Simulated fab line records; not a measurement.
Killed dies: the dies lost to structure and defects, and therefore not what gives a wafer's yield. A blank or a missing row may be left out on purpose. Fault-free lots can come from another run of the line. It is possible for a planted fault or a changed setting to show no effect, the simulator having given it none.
Tool commonality check -- flow gf180mcu -- Sample size 11 lots and 39 wafers

== WHY THIS WAS OPENED ==
2 of 11 lots carry a flag on the reading MVSD_TW at GF_MVSD_TW_MEAS_11. No-fault wafers: 1592, standard deviation 13.
Rule: a lot is flagged when every wafer of it that has a number lies more than 4 standard deviations from that mean, or none has a number. The other lots count as sound.

lot,measured,on,"MVSD_TW, wafer by wafer",flag
L430,day 4 17:39,film metro-02,1612 1617 1609,
L432,day 5 03:01,film metro-01,1565 1566 1570,
L433,day 5 09:59,film metro-04,1596 1595 1595,
L435,day 5 22:20,film metro-01,1573 1572 1574,
L437,day 6 09:28,film metro-04,1580 1587 1584,
L439,day 6 22:38,film metro-04,1588 1588 1588,
L442,day 7 13:49,film metro-02,1603 1605 1598,
L448,day 9 01:18,film metro-01,1677 1673 1681 1675 1664 1667,FLAGGED
L449,day 9 05:05,film metro-02,1682 1684 1672 1682 1677 1680,FLAGGED
L451,day 9 20:14,film metro-02,1594 1597 1593,
L452,day 10 00:46,film metro-04,1594 1592 1591,
The numbers of the flagged lots are 1676 on average: +84 against the usual, or +6 standard deviations.

== WHICH TOOL RAN EACH LOT ==
The record holds 1 process step before the reading, out of a route of 602 steps. In each cell: the tool, then ch and the chambers that the sampled wafers went through, then the start.
lot,flag,GF_MVSD_IMPLANT_08
L430,,"implanter-01 ch 0, day 4 17:15"
L432,,"implanter-01 ch 0, day 5 02:37"
L433,,"implanter-02 ch 0, day 5 09:37"
L435,,"implanter-02 ch 0, day 5 21:56"
L437,,"implanter-01 ch 0, day 6 09:06"
L439,,"implanter-01 ch 0, day 6 22:16"
L442,,"implanter-01 ch 0, day 7 13:25"
L448,FLAGGED,"implanter-01 ch 0, day 9 00:54"
L449,FLAGGED,"implanter-01 ch 0, day 9 04:41"
L451,,"implanter-04 ch 0, day 9 17:28"
L452,,"implanter-02 ch 0, day 10 00:23"
What is done by these steps:
- GF_MVSD_IMPLANT_08
- GF_MVSD_TW_MEAS_11

== FLAGGED OVER TOTAL, TOOL BY TOOL (the gauges that took the reading come last) ==
step,tool,lots run,flagged,share of the flagged lots,sound lots run after its first flagged lot
GF_MVSD_IMPLANT_08,implanter-01,7,2,all,0
GF_MVSD_IMPLANT_08,implanter-02,3,0,none,-
GF_MVSD_IMPLANT_08,implanter-04,1,0,none,-
GF_MVSD_TW_MEAS_11,film metro-01,3,1,some,0
GF_MVSD_TW_MEAS_11,film metro-02,4,1,some,1 (L451)
GF_MVSD_TW_MEAS_11,film metro-04,4,0,none,-

== THE TABLE: WHAT IT ALLOWS ==
All flagged lots share 1 row of the table, namely implanter-01 at GF_MVSD_IMPLANT_08.
- implanter-01 at GF_MVSD_IMPLANT_08 ran 7 lots, 2 of them flagged. Its last sound lot is L442 (day 7 13:25), its first flagged lot L448 (day 9 00:54): a fault that began between those two fits. Its own readings (beam on s, end station pressure torr, faraday current uA) fall more than 4 standard deviations out on all wafers of the flagged lots.
One tool is left: implanter-01 at GF_MVSD_IMPLANT_08.

== WHAT THE SIMULATOR HAD PUT IN ==
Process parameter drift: implanter-01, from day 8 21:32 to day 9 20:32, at GF_MVSD_IMPLANT_08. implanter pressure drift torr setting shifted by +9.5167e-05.
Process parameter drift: implanter-01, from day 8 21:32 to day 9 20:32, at GF_MVSD_IMPLANT_08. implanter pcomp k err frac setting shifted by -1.
Lots struck among those shown: L448, L449. Same finding as the rule above.
